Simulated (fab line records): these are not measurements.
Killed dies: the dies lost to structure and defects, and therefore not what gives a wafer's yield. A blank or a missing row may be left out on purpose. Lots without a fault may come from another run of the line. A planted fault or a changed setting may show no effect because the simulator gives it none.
Which tool did it? | flow sky130 | Sampling: 6 lots, 18 wafers, 2 of 708 route steps

## WHAT THE GAUGES READ, wafer by wafer
SKY_LI_CONTACT_RS_MEAS_22: uses a four-point probe to measure.
lot  | measured     | on            | LI_CONTACT_W_RS (ohm/sq)
L948 | day 30 08:49 | film_metro-04 | 0.291 0.290 0.286
L950 | day 32 10:13 | film_metro-02 | 0.284 0.293 0.284
L955 | day 32 20:20 | film_metro-04 | 0.280 0.282 0.281
L957 | day 32 22:46 | film_metro-04 | 0.283 0.283 0.289
L965 | day 35 18:49 | film_metro-04 | 0.283 0.280 0.280
L967 | day 36 12:10 | film_metro-02 | 0.282 0.281 0.279

## WHAT TOOL EACH LOT RAN ON (gives the tool, then ch and the chambers of the sampled wafers, and finally the start)
lot  | SKY_GATE_OXIDE_OXIDATION_16
L948 | furnace-02 ch 0, day 14 18:51
L950 | furnace-01 ch 0, day 16 23:02
L955 | furnace-01 ch 0, day 17 11:56
L957 | furnace-01 ch 0, day 17 23:16
L965 | furnace-01 ch 0, day 21 02:54
L967 | furnace-01 ch 0, day 21 19:51
- SKY_GATE_OXIDE_OXIDATION_16: stabilise 600 s, purge 300 s, target thk 3.57 nm.

## THE ANSWER, worked out from the rows above alone
Rule: the lots themselves supply what counts as usual. The widest of any qualifying gaps counts: lots, ordered by their means at a reading, are off when they make up no more than a third of the lots, leave a main group of 4 or more, and stand apart from it by 3 or more times the standard deviation of that group's means. Not used: any main group whose means are identical at the precision the tables above print for the reading. Also off: a lot with no number at a reading for which 4 or more lots have one. Where the step has rows for the other lots, those lots are counted as sound.
None of the lots is off at any reading shown; this tells nothing.

## WHAT THE SIMULATOR HAD INSERTED
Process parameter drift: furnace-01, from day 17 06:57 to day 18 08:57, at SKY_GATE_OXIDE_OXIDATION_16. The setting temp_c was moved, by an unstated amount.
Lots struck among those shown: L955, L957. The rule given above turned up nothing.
